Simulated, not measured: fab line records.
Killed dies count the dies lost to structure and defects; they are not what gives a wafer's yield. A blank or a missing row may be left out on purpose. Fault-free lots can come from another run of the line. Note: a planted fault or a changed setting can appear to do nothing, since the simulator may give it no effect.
Chamber matching / flow sky130 / 4 sister chambers for SKY_VIA2_ETCH_15 on rie-diel-03
The step etches SiO2 in C4F8/O2/Ar, stops on TiN, target depth 546 nm, time 84 s. 7 wafers are shown with their chamber, then 8 later ones without.

== WAFERS WITH THEIR CHAMBER ==
wafer=L075.2; chamber=1; oes-product-au (a.u.)=0.940
wafer=L077.4; chamber=2; oes-product-au (a.u.)=0.941
wafer=L081.6; chamber=0; oes-product-au (a.u.)=0.931
wafer=L088.1; chamber=3; oes-product-au (a.u.)=0.945
wafer=L088.3; chamber=0; oes-product-au (a.u.)=0.943
wafer=L088.4; chamber=2; oes-product-au (a.u.)=0.943
wafer=L091.2; chamber=3; oes-product-au (a.u.)=0.929

== WAFERS WHOSE CHAMBER IS MISSING ==
wafer=L091.3; oes-product-au (a.u.)=0.943
wafer=L091.6; oes-product-au (a.u.)=0.935
wafer=L092.1; oes-product-au (a.u.)=0.940
wafer=L092.3; oes-product-au (a.u.)=0.942
wafer=L092.4; oes-product-au (a.u.)=0.945
wafer=L097.2; oes-product-au (a.u.)=0.940
wafer=L097.4; oes-product-au (a.u.)=0.943
wafer=L097.6; oes-product-au (a.u.)=0.946

== WHICH CHAMBER EACH ONE RAN IN ==
wafer=L091.3; from the rows above=can't be placed: 2 or 1 or 0 or 3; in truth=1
wafer=L091.6; from the rows above=can't be placed: 0 or 3 or 1 or 2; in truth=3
wafer=L092.1; from the rows above=can't be placed: 1 or 2 or 0 or 3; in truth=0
wafer=L092.3; from the rows above=can't be placed: 2 or 1 or 0 or 3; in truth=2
wafer=L092.4; from the rows above=can't be placed: 2 or 1 or 0 or 3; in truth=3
wafer=L097.2; from the rows above=can't be placed: 1 or 2 or 0 or 3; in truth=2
wafer=L097.4; from the rows above=can't be placed: 2 or 1 or 0 or 3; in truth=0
wafer=L097.6; from the rows above=can't be placed: 2 or 1 or 0 or 3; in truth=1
Placed correctly: 0 of 8. From these rows, 8 cannot be placed; in 8 the true chamber is one of the candidates. Wrongly placed: 0.
How it was worked out, from the rows above alone: a wafer's distance from a chamber is the root of the sum, over the readings, of the square of ((its reading less the chamber's mean) divided by the reading's scatter). The wafer belongs to the nearest chamber; if the next one is less than 2 further off, it can't be placed. For every chamber, the mean is computed from those of its wafers that are shown. The scatter: the root of (the sum of the squares of (reading less its chamber's mean) over the shown wafers, divided by (wafers less chambers)).
